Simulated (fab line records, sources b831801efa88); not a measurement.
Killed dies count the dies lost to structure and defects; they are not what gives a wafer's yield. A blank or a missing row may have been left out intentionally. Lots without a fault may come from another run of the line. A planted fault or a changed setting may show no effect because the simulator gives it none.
fab line records	flow gf180mcu	part 1 of 2: steps 1 to 23 of 32
record: lots: 5	wafers: 15	last_day: 34
route steps=602 shown V5@561 TOP_METAL@567 PASSIVATION@587
lots with no fault: from the same line, run without faults
start_h: hours from the record's first day to the start of the lot's first wafer shown	wait_h: how many hours have passed since the lot's step before this one	" the same as in the row above	L1.1+2: one row covering several wafers at once	- no value present, or no start provided	* or withheld: withheld	< > ~ a bound
route shown NAME@n: names a module that has steps shown in the file, with the first one's number in the route	usual: mean/standard deviation of fault-free wafers	same: alike in all rows	chamber/n: place in a boat	sites: the reading at each site	_std_site: how widely they spread, as a standard deviation	_edge_site: outer sites' mean less inner sites'	radius_mm: for every site, how far away it sits from the centre of the wafer	mask NAME#n: copy n	behind: the tool/chamber that last shaped the wafer	hold: cause of the lot's hold/its duration in hours/its outcome	device: the n, p or np transistor that did not switch	end of line: the same wafers' tests at the end of the route	step lacking rows: just its recipe	killed: at the first sort, the dies lost to defects and structure; wafer yield is something else	map: shows each die of a wafer: x if killed, . if not, _ if none is there
set.NAME: the setting the step ran with; set.NAME@STEP: the setting that earlier step ran with	model.NAME: the simulator's own value behind a step, which no gauge read
lots seen at some steps along the route; tables by step, rows by wafer
services: from which hour (start_h, from the record's first day; less than 0 if before it) a tool's chamber was out of use, for how many hours, and why
== steps ==
step: GF_V5_SPUTTER_21
recipe: material: Ti	target_thk_nm: 15	chamber_pressure_pa: 5	power_w: 2500	substrate_temp_c: 200	time_s: 80.02
usual: throttle_valve_pct: 29.8/0.98
lot.wafer	tool	chamber	start_h	wait_h	throttle_valve_pct
L074.1	pvd_sputter-01	-	627.87	0.0	31.6
L074.3	"	-	"	"	29.7
L074.4	"	-	"	"	30.2
L080.1	pvd_sputter-01	-	676.88	0.0	30.0
L080.5	"	-	"	"	30.0
L080.6	"	-	"	"	29.8
L085.1	pvd_sputter-03	-	707.24	0.0	30.1
L085.2	"	-	"	"	28.8
L085.5	"	-	"	"	28.8
L086.1	pvd_sputter-03	-	718.20	0.0	28.8
L086.2	"	-	"	"	28.8
L086.3	"	-	"	"	29.8
L096.4	pvd_sputter-01	-	776.64	0.0	29.8
L096.5	"	-	"	"	30.2
L096.6	"	-	"	"	31.6
step: GF_V5_SPUTTER_22
recipe: material: TiN	target_thk_nm: 10	chamber_pressure_pa: 5	power_w: 4000	time_s: 40
usual: throttle_valve_pct: 29.8/0.96
lot.wafer	tool	chamber	start_h	wait_h	throttle_valve_pct
L074.1	pvd_sputter-01	-	627.93	0.0	31.7
L074.3	"	-	"	"	29.6
L074.4	"	-	"	"	30.0
L080.1	pvd_sputter-01	-	676.94	0.0	30.4
L080.5	"	-	"	"	30.1
L080.6	"	-	"	"	29.5
L085.1	pvd_sputter-03	-	707.30	0.0	30.3
L085.2	"	-	"	"	28.9
L085.5	"	-	"	"	28.7
L086.1	pvd_sputter-03	-	718.26	0.0	28.7
L086.2	"	-	"	"	28.8
L086.3	"	-	"	"	29.9
L096.4	pvd_sputter-01	-	776.70	0.0	29.8
L096.5	"	-	"	"	30.2
L096.6	"	-	"	"	31.6
step: GF_V5_CVD_23
recipe: material: W	target_thk_nm: 350	time_s: 104.9	temp_c: 400	pressure_torr: 40
usual: heater_power_w: 855/35
lot.wafer	tool	chamber	start_h	wait_h	heater_power_w
L074.1	cvd_w-02	1	627.97	0.0	825
L074.3	"	1	"	"	822
L074.4	"	0	"	"	912
L080.1	cvd_w-02	1	676.98	0.0	813
L080.5	"	0	"	"	911
L080.6	"	1	"	"	820
L085.1	cvd_w-02	0	707.34	0.0	875
L085.2	"	1	"	"	809
L085.5	"	1	"	"	797
L086.1	cvd_w-01	0	718.30	0.0	855
L086.2	"	1	"	"	824
L086.3	"	1	"	"	856
L096.4	cvd_w-02	1	776.77	0.1	827
L096.5	"	1	"	"	817
L096.6	"	0	"	"	894
step: GF_V5_RS_MEAS_24
recipe: thk_meas_gauge: four-point-probe	reads: W_of_V5_CVD_23+TiN_of_V5_SPUTTER_22+Ti_of_V5_SPUTTER_21
usual: V5_W_RS: 0.328/0.0033
lot.wafer	tool	chamber	start_h	wait_h	V5_W_RS[ohm/sq]
L074.1	film_metro-04	-	628.08	0.1	0.328
L074.3	"	-	"	"	0.325
L074.4	"	-	"	"	0.327
L080.1	film_metro-04	-	677.09	0.1	0.335
L080.5	"	-	"	"	0.328
L080.6	"	-	"	"	0.335
L085.1	film_metro-04	-	707.45	0.1	0.326
L085.2	"	-	"	"	0.327
L085.5	"	-	"	"	0.326
L086.1	film_metro-01	-	718.45	0.1	0.325
L086.2	"	-	"	"	0.326
L086.3	"	-	"	"	0.324
L096.4	film_metro-04	-	776.91	0.1	0.327
L096.5	"	-	"	"	0.332
L096.6	"	-	"	"	0.327
step: GF_V5_THK_MEAS_25
recipe: thk_meas_gauge: xrf	reads: W_of_V5_CVD_23
usual: V5_W_THK: 349/6.3
lot.wafer	tool	chamber	start_h	wait_h	V5_W_THK[nm]
L074.1	film_metro-04	-	628.20	0.1	361
L074.3	"	-	"	"	360
L074.4	"	-	"	"	357
L080.1	film_metro-04	-	677.21	0.1	347
L080.5	"	-	"	"	355
L080.6	"	-	"	"	346
L085.1	film_metro-04	-	707.57	0.1	362
L085.2	"	-	"	"	358
L085.5	"	-	"	"	362
L086.1	film_metro-01	-	718.57	0.1	350
L086.2	"	-	"	"	350
L086.3	"	-	"	"	349
L096.4	film_metro-04	-	777.00	0.1	355
L096.5	"	-	"	"	350
L096.6	"	-	"	"	355
step: GF_V5_CMP_26
recipe: stop_on: SiO2	down_force_psi: 3.5	platen_rpm: 60	t_overpolish_s: 15	target_thk_nm: 0	pad_velocity_m_s: 0.94248
usual: motor_current_A: 11.9/1.2	overpolish_run_s: 15.000/0.0088	time_to_endpoint_s: 86.0/2.9
lot.wafer	tool	chamber	start_h	wait_h	motor_current_A	overpolish_run_s	time_to_endpoint_s
L074.1	cmp-01	0	628.51	0.3	12.9	15.005	85.6
L074.4	"	1	"	"	10.4	14.984	81.8
L074.3	"	2	"	"	11.8	15.002	82.9
L080.1	cmp-02	2	677.27	0.1	12.8	14.991	86.4
L080.5	"	2	"	"	13.0	15.002	91.8
L080.6	"	3	"	"	11.4	15.002	84.6
L085.1	cmp-02	1	707.63	0.1	13.6	14.989	89.2
L085.2	"	0	"	"	13.0	15.009	88.7
L085.5	"	1	"	"	13.7	15.011	89.7
L086.1	cmp-02	3	718.63	0.1	11.5	14.997	86.8
L086.2	"	0	"	"	11.8	15.005	89.1
L086.3	"	1	"	"	13.5	15.023	89.6
L096.4	cmp-02	1	777.03	0.0	13.6	15.010	84.7
L096.6	"	1	"	"	13.0	14.989	84.4
L096.5	"	2	"	"	12.8	15.006	81.7
step: GF_TOP_METAL_SPUTTER_00
recipe: material: Ti	target_thk_nm: 37.5	arriving_ion_energy_ev: 80	substrate_temp_c: 200	chamber_pressure_pa: 2	power_w: 4000	time_s: 150
usual: throttle_valve_pct: 29.3/0.93
lot.wafer	tool	chamber	start_h	wait_h	throttle_valve_pct
L074.1	pvd_sputter-03	-	628.76	0.2	28.8
L074.3	"	-	"	"	28.7
L074.4	"	-	"	"	29.9
L080.1	pvd_sputter-02	-	677.57	0.2	29.3
L080.5	"	-	"	"	30.3
L080.6	"	-	"	"	27.2
L085.1	pvd_sputter-03	-	707.93	0.2	28.7
L085.2	"	-	"	"	29.9
L085.5	"	-	"	"	28.8
L086.1	pvd_sputter-02	-	718.93	0.2	29.3
L086.2	"	-	"	"	27.2
L086.3	"	-	"	"	30.2
L096.4	pvd_sputter-04	-	777.33	0.2	29.1
L096.5	"	-	"	"	30.0
L096.6	"	-	"	"	28.7
step: GF_TOP_METAL_SPUTTER_01
recipe: material: TiN	target_thk_nm: 30	power_w: 6500	time_s: 25	chamber_pressure_pa: 0.4
usual: throttle_valve_pct: 29.3/0.95
lot.wafer	tool	chamber	start_h	wait_h	throttle_valve_pct
L074.1	pvd_sputter-03	-	628.86	0.1	28.9
L074.3	"	-	"	"	28.7
L074.4	"	-	"	"	30.0
L080.1	pvd_sputter-02	-	677.67	0.1	29.4
L080.5	"	-	"	"	30.5
L080.6	"	-	"	"	27.1
L085.1	pvd_sputter-03	-	708.03	0.1	28.6
L085.2	"	-	"	"	29.7
L085.5	"	-	"	"	28.7
L086.1	pvd_sputter-02	-	719.03	0.1	29.1
L086.2	"	-	"	"	27.2
L086.3	"	-	"	"	30.3
L096.4	pvd_sputter-04	-	777.43	0.1	29.4
L096.5	"	-	"	"	29.7
L096.6	"	-	"	"	28.9
step: GF_TOP_METAL_SPUTTER_02
recipe: material: AlCu	target_thk_nm: 900	power_w: 10600	chamber_pressure_pa: 0.3	substrate_temp_c: 250	gas: Ar	time_s: 47.82
usual: throttle_valve_pct: 29.3/0.96
lot.wafer	tool	chamber	start_h	wait_h	throttle_valve_pct
L074.1	pvd_sputter-03	-	628.89	0.0	28.7
L074.3	"	-	"	"	28.9
L074.4	"	-	"	"	29.9
L080.1	pvd_sputter-02	-	677.70	0.0	29.1
L080.5	"	-	"	"	30.4
L080.6	"	-	"	"	26.9
L085.1	pvd_sputter-03	-	708.06	0.0	28.7
L085.2	"	-	"	"	29.8
L085.5	"	-	"	"	28.6
L086.1	pvd_sputter-02	-	719.06	0.0	29.4
L086.2	"	-	"	"	27.3
L086.3	"	-	"	"	30.0
L096.4	pvd_sputter-04	-	777.46	0.0	29.1
L096.5	"	-	"	"	29.9
L096.6	"	-	"	"	28.8
step: GF_TOP_METAL_SPUTTER_03
recipe: material: Ti	target_thk_nm: 5	substrate_temp_c: 300	chamber_pressure_pa: 0.3	power_w: 3000	time_s: 3.3
usual: throttle_valve_pct: 29.2/0.95
lot.wafer	tool	chamber	start_h	wait_h	throttle_valve_pct
L074.1	pvd_sputter-03	-	628.94	0.0	28.9
L074.3	"	-	"	"	28.9
L074.4	"	-	"	"	30.0
L080.1	pvd_sputter-02	-	677.75	0.0	29.2
L080.5	"	-	"	"	30.3
L080.6	"	-	"	"	27.1
L085.1	pvd_sputter-03	-	708.10	0.0	28.7
L085.2	"	-	"	"	30.1
L085.5	"	-	"	"	28.8
L086.1	pvd_sputter-02	-	719.10	0.0	29.2
L086.2	"	-	"	"	27.1
L086.3	"	-	"	"	30.3
L096.4	pvd_sputter-04	-	777.50	0.0	29.1
L096.5	"	-	"	"	29.9
L096.6	"	-	"	"	29.0
step: GF_TOP_METAL_SPUTTER_04
recipe: material: TiN	target_thk_nm: 25	power_w: 6500	time_s: 20.8	chamber_pressure_pa: 0.4
usual: throttle_valve_pct: 29.3/0.94
lot.wafer	tool	chamber	start_h	wait_h	throttle_valve_pct
L074.1	pvd_sputter-03	-	628.96	0.0	28.9
L074.3	"	-	"	"	28.7
L074.4	"	-	"	"	29.8
L080.1	pvd_sputter-02	-	677.77	0.0	29.1
L080.5	"	-	"	"	30.2
L080.6	"	-	"	"	27.4
L085.1	pvd_sputter-03	-	708.12	0.0	28.8
L085.2	"	-	"	"	30.1
L085.5	"	-	"	"	28.6
L086.1	pvd_sputter-02	-	719.12	0.0	29.1
L086.2	"	-	"	"	27.1
L086.3	"	-	"	"	30.1
L096.4	pvd_sputter-04	-	777.52	0.0	29.1
L096.5	"	-	"	"	30.0
L096.6	"	-	"	"	29.0
step: GF_TOP_METAL_RS_MEAS_05
recipe: thk_meas_gauge: four-point-probe	reads: TiN_of_TOP_METAL_SPUTTER_04+Ti_of_TOP_METAL_SPUTTER_03+AlCu_of_TOP_METAL_SPUTTER_02+TiN_of_TOP_METAL_SPUTTER_01+Ti_of_TOP_METAL_SPUTTER_00
usual: TOP_METAL_ALCU_RS: 0.0328/0.00036
lot.wafer	tool	chamber	start_h	wait_h	TOP_METAL_ALCU_RS[ohm/sq]
L074.1	film_metro-04	-	628.98	0.0	0.0328
L074.3	"	-	"	"	0.0325
L074.4	"	-	"	"	0.0325
L080.1	film_metro-01	-	677.79	0.0	0.0334
L080.5	"	-	"	"	0.0330
L080.6	"	-	"	"	0.0330
L085.1	film_metro-04	-	708.15	0.0	0.0329
L085.2	"	-	"	"	0.0330
L085.5	"	-	"	"	0.0324
L086.1	film_metro-03	-	719.15	0.0	0.0331
L086.2	"	-	"	"	0.0330
L086.3	"	-	"	"	0.0332
L096.4	film_metro-01	-	777.61	0.1	0.0326
L096.5	"	-	"	"	0.0328
L096.6	"	-	"	"	0.0326
step: GF_TOP_METAL_THK_MEAS_06
recipe: thk_meas_gauge: xrf	reads: AlCu_of_TOP_METAL_SPUTTER_02
usual: TOP_METAL_ALCU_THK: 900/9.6
lot.wafer	tool	chamber	start_h	wait_h	TOP_METAL_ALCU_THK[nm]
L074.1	film_metro-04	-	629.10	0.1	902
L074.3	"	-	"	"	907
L074.4	"	-	"	"	908
L080.1	film_metro-01	-	677.91	0.1	892
L080.5	"	-	"	"	899
L080.6	"	-	"	"	896
L085.1	film_metro-04	-	708.27	0.1	902
L085.2	"	-	"	"	894
L085.5	"	-	"	"	917
L086.1	film_metro-03	-	719.27	0.1	891
L086.2	"	-	"	"	889
L086.3	"	-	"	"	891
L096.4	film_metro-01	-	777.70	0.1	911
L096.5	"	-	"	"	905
L096.6	"	-	"	"	910
step: GF_TOP_METAL_DEHYDRATE_07
recipe: temp_c: 200	time_s: 60
usual: exhaust_pa: 44.9/0.9	resist_line_temp_C: 22.99/0.12
lot.wafer	tool	chamber	start_h	wait_h	exhaust_pa	resist_line_temp_C
L074.1	litho_track-02	0	638.28	9.2	44.9	22.98
L074.3	"	0	"	"	45.8	23.02
L074.4	"	0	"	"	45.9	22.93
L080.1	litho_track-04	0	686.93	9.0	44.2	23.12
L080.5	"	0	"	"	45.3	23.14
L080.6	"	0	"	"	45.0	23.08
L085.1	litho_track-04	0	716.68	8.4	44.0	23.06
L085.2	"	0	"	"	44.0	23.08
L085.5	"	0	"	"	43.8	22.93
L086.1	litho_track-04	0	727.03	7.8	45.7	23.06
L086.2	"	0	"	"	44.4	23.09
L086.3	"	0	"	"	44.8	23.03
L096.4	litho_track-02	0	785.00	7.3	43.8	22.88
L096.5	"	0	"	"	43.9	23.02
L096.6	"	0	"	"	43.8	22.91
step: GF_TOP_METAL_HMDS_08
recipe: prime_time_s: 60	prime_temp_c: 120
usual: exhaust_pa: 44.9/1	resist_line_temp_C: 22.99/0.1
lot.wafer	tool	chamber	start_h	wait_h	exhaust_pa	resist_line_temp_C
L074.1	litho_track-02	0	638.43	0.1	45.5	23.07
L074.3	"	0	"	"	45.5	23.14
L074.4	"	0	"	"	45.2	23.14
L080.1	litho_track-04	0	687.08	0.1	44.3	22.96
L080.5	"	0	"	"	45.2	23.12
L080.6	"	0	"	"	43.8	23.00
L085.1	litho_track-04	0	716.83	0.1	45.1	23.01
L085.2	"	0	"	"	45.4	23.07
L085.5	"	0	"	"	45.2	22.94
L086.1	litho_track-04	0	727.18	0.1	44.3	23.01
L086.2	"	0	"	"	45.4	23.01
L086.3	"	0	"	"	44.6	22.97
L096.4	litho_track-02	0	785.15	0.1	45.6	23.09
L096.5	"	0	"	"	45.4	22.89
L096.6	"	0	"	"	45.3	23.11
step: GF_TOP_METAL_COAT_09
recipe: resist: NOVOLAK	spin_rpm: 3000	resist_thk_nm: 1500
usual: exhaust_pa: 44.9/0.85	resist_line_temp_C: 23.02/0.1
lot.wafer	tool	chamber	start_h	wait_h	exhaust_pa	resist_line_temp_C
L074.1	litho_track-02	0	638.58	0.1	45.6	23.02
L074.3	"	0	"	"	44.1	22.88
L074.4	"	0	"	"	44.8	23.08
L080.1	litho_track-04	0	687.23	0.1	44.7	23.04
L080.5	"	0	"	"	43.1	22.99
L080.6	"	0	"	"	44.3	22.97
L085.1	litho_track-04	0	716.98	0.1	45.0	23.02
L085.2	"	0	"	"	46.5	23.21
L085.5	"	0	"	"	45.7	23.12
L086.1	litho_track-04	0	727.33	0.1	44.0	23.09
L086.2	"	0	"	"	44.0	22.99
L086.3	"	0	"	"	45.4	23.00
L096.4	litho_track-02	0	785.30	0.1	45.9	22.90
L096.5	"	0	"	"	45.3	22.83
L096.6	"	0	"	"	45.1	22.80
step: GF_TOP_METAL_SOFTBAKE_10
recipe: temp_c: 90	time_s: 60	resist: NOVOLAK
usual: exhaust_pa: 45.1/0.92	resist_line_temp_C: 23.01/0.11
lot.wafer	tool	chamber	start_h	wait_h	exhaust_pa	resist_line_temp_C
L074.1	litho_track-02	0	638.73	0.1	44.7	23.05
L074.3	"	0	"	"	45.5	22.96
L074.4	"	0	"	"	46.2	22.98
L080.1	litho_track-04	0	687.38	0.1	46.5	23.10
L080.5	"	0	"	"	46.7	23.04
L080.6	"	0	"	"	45.0	23.00
L085.1	litho_track-04	0	717.13	0.1	44.8	22.95
L085.2	"	0	"	"	44.1	23.08
L085.5	"	0	"	"	44.0	23.12
L086.1	litho_track-04	0	727.48	0.1	45.2	23.02
L086.2	"	0	"	"	46.4	23.04
L086.3	"	0	"	"	45.2	22.94
L096.4	litho_track-02	0	785.45	0.1	44.7	23.07
L096.5	"	0	"	"	44.7	23.12
L096.6	"	0	"	"	44.9	23.14
step: GF_TOP_METAL_EXPOSE_11
recipe: mask_id: MetalTop	target_cd_nm: 440	na: 0.6	source_shape: conventional	sigma_outer: 0.6	dose_mj: 170
usual: reticle_temp_C: 22.98/0.1
lot.wafer	tool	chamber	start_h	wait_h	mask	reticle_temp_C
L074.1	iline_stepper-02	0	-	-	MetalTop#0	22.91
L074.3	"	0	"	"	MetalTop#0	22.90
L074.4	"	0	"	"	MetalTop#0	22.99
L080.1	iline_stepper-02	0	-	-	MetalTop#0	22.97
L080.5	"	0	"	"	MetalTop#0	22.80
L080.6	"	0	"	"	MetalTop#0	23.03
L085.1	iline_stepper-01	0	-	-	MetalTop#0	22.84
L085.2	"	0	"	"	MetalTop#0	23.01
L085.5	"	0	"	"	MetalTop#0	23.12
L086.1	iline_stepper-01	0	-	-	MetalTop#0	23.13
L086.2	"	0	"	"	MetalTop#0	23.06
L086.3	"	0	"	"	MetalTop#0	23.11
L096.4	iline_stepper-02	0	-	-	MetalTop#0	22.98
L096.5	"	0	"	"	MetalTop#0	22.96
L096.6	"	0	"	"	MetalTop#0	22.98
step: GF_TOP_METAL_PEB_12
recipe: temp_c: withheld	time_s: *	resist: NOVOLAK
usual: exhaust_pa: 44.9/0.77	resist_line_temp_C: *
lot.wafer	tool	chamber	start_h	wait_h	exhaust_pa	resist_line_temp_C
L074.1	litho_track-03	0	-	-	44.7	*
L074.3	"	0	"	"	45.6	*
L074.4	"	0	"	"	45.6	*
L080.1	litho_track-04	0	-	-	45.8	*
L080.5	"	0	"	"	45.5	*
L080.6	"	0	"	"	46.0	*
L085.1	litho_track-02	0	-	-	47.0	*
L085.2	"	0	"	"	44.5	*
L085.5	"	0	"	"	45.9	*
L086.1	litho_track-02	0	-	-	44.5	*
L086.2	"	0	"	"	44.2	*
L086.3	"	0	"	"	43.2	*
L096.4	litho_track-02	0	-	-	44.8	*
L096.5	"	0	"	"	44.9	*
L096.6	"	0	"	"	43.4	*
step: GF_TOP_METAL_DEVELOP_13
recipe: develop_time_s: 60	dev_temp_c: 23
usual: exhaust_pa: 44.9/0.85	resist_line_temp_C: 22.98/0.11
lot.wafer	tool	chamber	start_h	wait_h	exhaust_pa	resist_line_temp_C
L074.1	litho_track-03	0	648.33	0.1	45.7	22.93
L074.3	"	0	"	"	46.1	23.02
L074.4	"	0	"	"	46.9	22.89
L080.1	litho_track-04	0	696.88	0.1	44.9	22.92
L080.5	"	0	"	"	45.3	22.83
L080.6	"	0	"	"	44.2	23.15
L085.1	litho_track-02	0	725.88	0.1	46.2	22.83
L085.2	"	0	"	"	44.9	22.88
L085.5	"	0	"	"	44.2	22.78
L086.1	litho_track-02	0	736.78	0.1	45.3	23.15
L086.2	"	0	"	"	44.8	23.22
L086.3	"	0	"	"	45.3	23.09
L096.4	litho_track-02	0	793.55	0.1	43.0	23.05
L096.5	"	0	"	"	44.7	22.89
L096.6	"	0	"	"	46.0	22.90
step: GF_TOP_METAL_CD_MEAS_14
recipe: target_cd_nm: 440
usual: cd_nm: 440.5/1.9
lot.wafer	tool	chamber	start_h	wait_h	cd_nm
L074.1	cd_sem-02	-	648.48	0.1	438.7
L074.3	"	-	"	"	442.5
L074.4	"	-	"	"	442.8
L080.1	cd_sem-02	-	697.03	0.1	440.2
L080.5	"	-	"	"	440.4
L080.6	"	-	"	"	439.2
L085.1	cd_sem-01	-	726.03	0.1	439.6
L085.2	"	-	"	"	442.8
L085.5	"	-	"	"	439.7
L086.1	cd_sem-01	-	736.93	0.1	440.5
L086.2	"	-	"	"	442.3
L086.3	"	-	"	"	443.4
L096.4	cd_sem-02	-	793.69	0.1	439.5
L096.5	"	-	"	"	441.4
L096.6	"	-	"	"	436.8
step: GF_TOP_METAL_OVL_MEAS_15
usual: TOP_METAL_OVL: -1.0/1.7
lot.wafer	tool	chamber	start_h	wait_h	TOP_METAL_OVL[nm]
L074.1	overlay-01	-	648.60	0.1	-1.7
L074.3	"	-	"	"	-2.2
L074.4	"	-	"	"	0.1
L080.1	overlay-01	-	697.15	0.1	0.9
L080.5	"	-	"	"	1.2
L080.6	"	-	"	"	1.5
L085.1	overlay-02	-	726.15	0.1	-2.4
L085.2	"	-	"	"	-3.5
L085.5	"	-	"	"	-5.5
L086.1	overlay-01	-	737.05	0.1	-1.9
L086.2	"	-	"	"	-1.5
L086.3	"	-	"	"	-0.6
L096.4	overlay-01	-	793.77	0.1	0.8
L096.5	"	-	"	"	3.4
L096.6	"	-	"	"	2.1
step: GF_TOP_METAL_METAL_ETCH_16
recipe: chemistry: Cl2/BCl3	mask_material: NOVOLAK	target_depth_nm: 1197	stop_on: SiO2	pressure_mtorr: 8	icp_w: 800	bias_w: 140	Cl2_flow_sccm: 80	bcl3_flow_sccm: 40	time_s: 199.5
usual: bias_w: 140.0/0.44	drypump_motor_current_A: 5.6/0.55	oes_product_au: 0.990/0.0059	rf_fwd_power_W: 797.6/2.5	throttle_valve_pct: 28.230/0.011
lot.wafer	tool	chamber	start_h	wait_h	bias_w	drypump_motor_current_A	oes_product_au	rf_fwd_power_W	rf_hours_counter_h	throttle_valve_pct
L074.1	rie_metal-04	1	648.64	0.0	140.3	6.6	0.994	793.9	5.0	28.234
L074.3	"	0	"	"	140.4	6.0	0.999	800.7	-	28.225
L074.4	"	1	"	"	140.2	6.6	0.994	797.4	-	28.228
L080.1	rie_metal-04	0	697.19	0.0	139.5	6.0	0.995	801.2	13.6	28.217
L080.5	"	1	"	"	140.6	6.6	1.001	798.7	-	28.229
L080.6	"	0	"	"	139.8	6.0	0.997	794.7	-	28.223
L085.1	rie_metal-03	1	726.19	0.0	140.4	5.4	0.985	800.1	8.8	28.231
L085.2	"	0	"	"	141.2	4.9	0.984	795.1	9.1	28.218
L085.5	"	0	"	"	140.3	4.9	0.990	796.1	-	28.229
L086.1	rie_metal-03	0	737.09	0.0	139.6	5.0	0.992	797.9	9.6	28.224
L086.2	"	1	"	"	140.3	5.4	0.990	798.9	9.3	28.213
L086.3	"	1	"	"	140.6	5.4	0.994	798.8	-	28.225
L096.4	rie_metal-01	0	793.85	0.1	140.1	5.7	0.994	797.8	-	28.217
L096.5	"	0	"	"	140.0	5.7	0.991	801.7	-	28.247
L096.6	"	1	"	"	139.6	5.2	0.990	797.2	-	28.237
